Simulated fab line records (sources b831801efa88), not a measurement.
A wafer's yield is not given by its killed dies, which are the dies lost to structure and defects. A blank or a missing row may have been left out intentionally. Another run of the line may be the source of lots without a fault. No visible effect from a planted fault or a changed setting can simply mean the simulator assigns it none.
fab line records	flow sky130
[record] lots = 12	wafers = 36	last_day = 50
route steps=708 shown LI_CONTACT@381 LOCAL_INTERCONNECT@400 CONTACT@414
lots untouched by any fault: they come from a run of this same line in which no faults occurred
start_h: start of the lot's first displayed wafer, in hours after the record's first day	wait_h: time in hours since the lot's previous step	" repeats the value in the row above	L1.1+2: a single row standing in for several wafers	- no value, or no start was given	* or withheld: withheld	< > ~ a bound
route shown NAME@n: a module of which the file shows steps, and the number in the route of the first	usual: mean/standard deviation taken from wafers without a fault	same: alike in all rows	chamber/n: place in a boat	sites: readings site by site	_std_site: the standard deviation of these	_edge_site: the outer-site mean with the inner-site mean subtracted	radius_mm: for every site, how far away it sits from the centre of the wafer	mask NAME#n: copy n	behind: tool/chamber where the wafer was last shaped	hold: the reason the lot was held/the length of the hold in hours/how it ended	device: transistor that didn't switch, given as n, p or np	end of line: the route-end tests of the same wafers	step lacking rows: just its recipe	killed: count of dies lost to structure and defects at first sort (not the wafer's yield)	map: a wafer's dies, x killed, . not, _ none there
set.NAME: the run value of the setting; set.NAME@STEP: its run value at that earlier step	model.NAME: the simulator's own value behind a step, which no gauge read
one table for each step of the route and one row for each wafer, over a sample of lots
services: a tool's chamber out of use, with start hour (start_h, from the record's first day; less than 0 if before it), hours out, and reason
[[steps]]
[step SKY_LI_CONTACT_SPUTTER_19]
[recipe] material = Ti	target_thk_nm = 20	chamber_pressure_pa = 5	power_w = 2500	substrate_temp_c = 200	time_s = 106.37
[usual] chamber_pressure_pa = 4.999/0.01	throttle_valve_pct = 30.1/0.94
lot.wafer	tool	chamber	start_h	wait_h	chamber_pressure_pa	throttle_valve_pct
L670.1	pvd_sputter-02	-	687.18	0.0	4.999	30.9
L670.3	"	-	"	"	5.009	30.9
L670.5	"	-	"	"	5.004	30.6
L669.1	pvd_sputter-02	-	688.61	0.0	5.012	29.9
L669.2	"	-	"	"	4.976	28.9
L669.4	"	-	"	"	5.005	31.3
L671.1	pvd_sputter-02	-	696.87	0.0	5.009	29.0
L671.2	"	-	"	"	5.000	30.1
L671.6	"	-	"	"	5.010	30.8
L672.1	pvd_sputter-03	-	698.36	0.0	4.981	29.3
L672.3	"	-	"	"	5.007	28.6
L672.6	"	-	"	"	4.991	29.2
L674.1	pvd_sputter-03	-	746.96	0.0	4.997	28.4
L674.4	"	-	"	"	4.997	29.4
L674.6	"	-	"	"	4.976	29.0
L676.1	pvd_sputter-02	-	748.86	0.0	4.997	30.0
L676.4	"	-	"	"	5.005	30.1
L676.5	"	-	"	"	4.984	30.8
L685.3	pvd_sputter-03	-	819.72	0.0	4.996	29.4
L685.4	"	-	"	"	5.010	30.8
L685.5	"	-	"	"	5.003	29.2
L684.1	pvd_sputter-03	-	822.01	0.0	5.009	31.1
L684.2	"	-	"	"	5.003	28.5
L684.4	"	-	"	"	5.001	29.1
L689.2	pvd_sputter-04	-	838.43	0.0	4.998	30.2
L689.3	"	-	"	"	4.990	30.9
L689.5	"	-	"	"	4.994	31.3
L688.3	pvd_sputter-04	-	841.96	0.0	4.998	30.6
L688.4	"	-	"	"	4.978	31.1
L688.6	"	-	"	"	4.993	30.7
L691.4	pvd_sputter-03	-	846.71	0.0	4.996	29.4
L691.5	"	-	"	"	4.991	28.5
L691.6	"	-	"	"	5.002	29.0
L690.2	pvd_sputter-04	-	848.62	0.0	4.985	30.3
L690.3	"	-	"	"	5.002	31.3
L690.5	"	-	"	"	4.990	31.3
[step SKY_LOCAL_INTERCONNECT_ETCH_13]
[recipe] chemistry = N2/H2	target = BARC	ion_energy_ev = 200	bias_w = 100	pressure_mtorr = 30	n2_flow_sccm = 100	h2_flow_sccm = 200	icp_w = 500	stop_on = SiO2	time_s = 45.9	target_depth_a = 600
[usual] drypump_motor_current_A = 5.7/0.38	he_backside_leak_sccm = 3.3/0.33	n2_flow_sccm = 100.01/0.27	oes_product_au = 0.855/0.0045	rf_fwd_power_W = 495.4/1.8	throttle_valve_pct = 13.224/0.0094
lot.wafer	tool	chamber	start_h	wait_h	drypump_motor_current_A	he_backside_leak_sccm	n2_flow_sccm	oes_product_au	rf_fwd_power_W	rf_hours_counter_h	throttle_valve_pct
L670.1	rie_metal-04	0	716.35	0.0	6.1	3.2	99.92	0.859	493.6	10	13.226
L670.3	"	1	"	"	5.8	3.0	99.50	0.859	496.7	-	13.234
L670.5	"	0	"	"	6.1	3.1	99.74	0.854	497.2	-	13.243
L669.1	rie_metal-04	1	718.40	0.0	5.8	3.1	99.89	0.857	496.3	9	13.217
L669.2	"	0	"	"	6.1	3.1	99.70	0.852	495.8	11	13.233
L669.4	"	0	"	"	6.1	3.0	100.10	0.857	494.6	-	13.221
L671.1	rie_metal-03	0	725.92	0.0	5.0	3.5	99.83	0.847	493.0	13	13.217
L671.2	"	1	"	"	5.6	3.4	100.21	0.851	496.2	11	13.221
L671.6	"	0	"	"	5.0	3.7	99.70	0.856	495.0	-	13.231
L672.1	rie_metal-04	0	727.16	0.0	6.1	3.0	99.96	0.844	494.9	11	13.219
L672.3	"	1	"	"	5.8	3.2	99.83	0.851	498.3	-	13.218
L672.6	"	0	"	"	6.1	3.3	100.20	0.856	494.9	-	13.222
L674.1	rie_metal-01	1	774.51	0.0	5.4	3.2	99.70	0.859	496.9	4	13.233
L674.4	"	0	"	"	6.0	3.5	99.93	0.857	494.1	-	13.234
L674.6	"	0	"	"	6.0	3.5	100.22	0.851	492.1	-	13.206
L676.1	rie_metal-03	0	776.86	0.0	5.0	3.5	99.46	0.850	496.6	15	13.223
L676.4	"	0	"	"	5.0	3.5	100.11	0.848	493.9	-	13.230
L676.5	"	0	"	"	5.0	3.3	99.89	0.849	494.7	-	13.244
L685.3	rie_metal-01	1	846.65	0.0	5.4	3.1	100.22	0.858	494.8	-	13.228
L685.4	"	0	"	"	6.0	3.5	100.65	0.851	496.4	-	13.236
L685.5	"	0	"	"	6.1	3.6	100.27	0.849	495.6	-	13.201
L684.1	rie_metal-03	0	849.63	0.0	5.0	3.4	99.65	0.859	494.7	1	13.213
L684.2	"	0	"	"	5.0	3.6	100.12	0.856	495.6	-	13.243
L684.4	"	0	"	"	5.0	3.6	100.19	0.851	493.9	-	13.228
L689.2	rie_metal-04	1	866.00	0.0	5.8	3.1	99.96	0.855	496.2	14	13.227
L689.3	"	1	"	"	5.8	3.1	100.01	0.854	494.9	-	13.229
L689.5	"	0	"	"	6.1	3.2	100.51	0.856	495.4	-	13.222
L688.3	rie_metal-01	0	870.04	0.0	6.1	3.5	99.70	0.856	498.1	-	13.210
L688.4	"	1	"	"	5.4	3.0	100.15	0.853	495.8	-	13.230
L688.6	"	1	"	"	5.4	3.2	100.39	0.847	497.4	-	13.232
L691.4	rie_metal-04	1	874.55	0.0	5.8	3.2	100.08	0.850	497.9	-	13.212
L691.5	"	0	"	"	6.1	3.1	100.14	0.856	491.5	-	13.220
L691.6	"	1	"	"	5.8	3.1	100.09	0.858	497.8	-	13.206
L690.2	rie_metal-04	1	876.26	0.0	5.8	3.2	100.27	0.856	495.7	15	13.227
L690.3	"	1	"	"	5.8	3.3	100.36	0.852	494.9	-	13.233
L690.5	"	1	"	"	5.8	3.2	100.19	0.854	494.8	-	13.212
[step SKY_LOCAL_INTERCONNECT_STRIP_15]
[recipe] chemistry = O2/N2	power_w = 1400	pressure_mtorr = 1500	platen_temp_c = withheld	o2_flow_sccm = 3000	n2_flow_sccm = 300	overash_fraction = 0.5
[usual] drypump_motor_current_A = 5.5/0.44	n2_flow_sccm = 300.2/0.91	oes_product_au = 0.426/0.0046	strip_time_to_endpoint_s = 4.720/0.017
lot.wafer	tool	chamber	start_h	wait_h	drypump_motor_current_A	n2_flow_sccm	oes_product_au	rf_hours_counter_h	strip_time_to_endpoint_s
L670.1	plasma_asher-04	1	716.46	0.0	5.2	299.3	0.425	98	4.720
L670.3	"	1	"	"	5.2	299.7	0.421	-	4.741
L670.5	"	1	"	"	5.2	299.9	0.432	-	4.725
L669.1	plasma_asher-01	1	718.51	0.0	5.7	297.8	0.426	62	4.707
L669.2	"	0	"	"	4.9	299.6	0.431	62	4.702
L669.4	"	0	"	"	4.9	300.4	0.424	-	4.683
L671.1	plasma_asher-01	0	726.04	0.0	5.0	300.1	0.430	62	4.734
L671.2	"	1	"	"	5.7	301.6	0.421	62	4.713
L671.6	"	1	"	"	5.7	301.4	0.420	-	4.714
L672.1	plasma_asher-04	1	727.28	0.0	5.2	301.1	0.422	99	4.695
L672.3	"	0	"	"	5.7	300.5	0.428	-	4.719
L672.6	"	1	"	"	5.2	299.7	0.425	-	4.703
L674.1	plasma_asher-04	0	774.63	0.0	5.8	300.6	0.426	3	4.733
L674.4	"	0	"	"	5.8	300.9	0.421	-	4.748
L674.6	"	1	"	"	5.2	300.4	0.423	-	4.715
L676.1	plasma_asher-03	0	776.98	0.0	5.3	300.0	0.430	34	4.721
L676.4	"	1	"	"	6.2	299.8	0.431	-	4.734
L676.5	"	1	"	"	6.2	301.3	0.430	-	4.722
L685.3	plasma_asher-03	1	846.77	0.1	6.2	299.1	0.421	-	4.726
L685.4	"	0	"	"	5.2	300.2	0.419	-	4.712
L685.5	"	0	"	"	5.3	300.8	0.432	-	4.707
L684.1	plasma_asher-04	1	849.85	0.1	5.2	300.4	0.425	11	4.731
L684.2	"	0	"	"	5.7	299.6	0.420	11	4.722
L684.4	"	1	"	"	5.2	300.2	0.428	-	4.720
L689.2	plasma_asher-03	0	866.12	0.0	5.3	299.1	0.423	43	4.722
L689.3	"	1	"	"	6.3	300.3	0.430	-	4.719
L689.5	"	0	"	"	5.3	300.7	0.429	-	4.690
L688.3	plasma_asher-04	0	870.16	0.1	5.8	300.9	0.424	-	4.734
L688.4	"	1	"	"	5.2	300.5	0.423	-	4.712
L688.6	"	0	"	"	5.8	300.2	0.429	-	4.734
L691.4	plasma_asher-01	0	874.67	0.1	4.9	301.2	0.438	-	4.755
L691.5	"	1	"	"	5.7	298.9	0.431	-	4.731
L691.6	"	0	"	"	4.9	301.8	0.423	-	4.722
L690.2	plasma_asher-01	0	876.38	0.0	5.0	298.6	0.424	77	4.740
L690.3	"	1	"	"	5.7	301.9	0.428	-	4.725
L690.5	"	1	"	"	5.7	300.8	0.418	-	4.746
[step SKY_CONTACT_COAT_08]
[recipe] resist = BARC	temp_c = withheld	time_s = withheld	spin_rpm = 3000	resist_thk_nm = 60
[usual] spin_speed_rpm = 3000.0/1.7
lot.wafer	tool	chamber	start_h	wait_h	spin_speed_rpm
L670.1	litho_track-01	0	730.73	0.1	2998.4
L670.3	"	0	"	"	2999.8
L670.5	"	0	"	"	3001.1
L669.1	litho_track-02	0	732.87	0.1	3001.0
L669.2	"	0	"	"	2998.7
L669.4	"	0	"	"	2999.0
L671.1	litho_track-01	0	741.18	0.1	2999.2
L671.2	"	0	"	"	3000.3
L671.6	"	0	"	"	2996.3
L672.1	litho_track-02	0	742.27	0.1	3001.1
L672.3	"	0	"	"	3001.7
L672.6	"	0	"	"	3003.0
L674.1	litho_track-02	0	788.82	0.1	3050.2
L674.4	"	0	"	"	3052.2
L674.6	"	0	"	"	3049.8
L676.1	litho_track-02	0	791.02	0.1	3049.3
L676.4	"	0	"	"	3051.4
L676.5	"	0	"	"	3051.9
L685.3	litho_track-01	0	861.13	0.1	2997.3
L685.4	"	0	"	"	3002.5
L685.5	"	0	"	"	2998.3
L684.1	litho_track-02	0	864.72	0.1	3000.8
L684.2	"	0	"	"	3000.9
L684.4	"	0	"	"	3002.6
L689.2	litho_track-02	0	879.89	0.1	3000.1
L689.3	"	0	"	"	3002.6
L689.5	"	0	"	"	2999.5
L688.3	litho_track-02	0	884.12	0.1	2999.9
L688.4	"	0	"	"	2997.4
L688.6	"	0	"	"	2998.7
L691.4	litho_track-02	0	888.84	0.1	3001.0
L691.5	"	0	"	"	3001.3
L691.6	"	0	"	"	3001.9
L690.2	litho_track-02	0	890.49	0.1	2998.5
L690.3	"	0	"	"	2999.4
L690.5	"	0	"	"	2998.4
[[services]]
tool	chamber	start_h	hours	kind
pvd_sputter-04	-	680.16	10.8	repair
pvd_sputter-02	-	682.68	0.7	repair
rie_metal-01	1	697.67	35.3	repair
plasma_asher-01	-	714.81	2.8	pm
rie_metal-01	0	715.94	15.1	repair
rie_metal-03	-	716.67	2.8	pm
rie_metal-01	-	722.54	1.8	repair
plasma_asher-04	-	733.77	9.0	pm
pvd_sputter-03	-	733.95	5.3	repair
plasma_asher-04	-	751.52	1.1	repair
plasma_asher-01	-	784.75	0.7	repair
plasma_asher-04	-	791.93	2.8	repair
pvd_sputter-04	-	793.16	3.3	repair
plasma_asher-03	-	799.73	8.2	pm
plasma_asher-01	-	829.92	0.3	repair
pvd_sputter-02	-	830.20	2.3	repair
rie_metal-03	0	831.37	9.2	repair
rie_metal-04	-	854.00	4.0	pm
rie_metal-01	1	855.46	4.4	repair
plasma_asher-01	-	859.56	0.9	repair
rie_metal-04	-	876.62	2.8	pm
rie_metal-04	0	880.25	-	clean
pvd_sputter-04	-	881.60	1.9	repair
plasma_asher-04	-	885.34	2.8	pm
[[key]]
[first_sign] step = SKY_CONTACT_COAT_08	reading = spin_speed_rpm	direction = up	sigmas = 30	usual = 3000.0	struck = 3050.8
effect none on later readings
met_at SKY_CONTACT_COAT_08
struck_lots L674,L676
tester_left_out L674,L676
not_acting_at SKY_LI_CONTACT_SPUTTER_19,SKY_LOCAL_INTERCONNECT_ETCH_13,SKY_LOCAL_INTERCONNECT_STRIP_15
onset_between 742.27 788.82
[fault] kind = process_parameter_drift	tool = litho_track-02	chamber = -	onset_h = 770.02	steps = SKY_CONTACT_COAT_08	channel = spin_rpm	offset = 51.287	shape = step	end_h = 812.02	acts_in = these_recipes_only	stated = 3000
// tester_left_out: of these lots the tester's yield and bins aren't shown, on N5 and GAA mostly nor the transistor test; their killed dies are dies lost to structure and defects alone, not to doping, threshold or leakage, so they don't give the yield
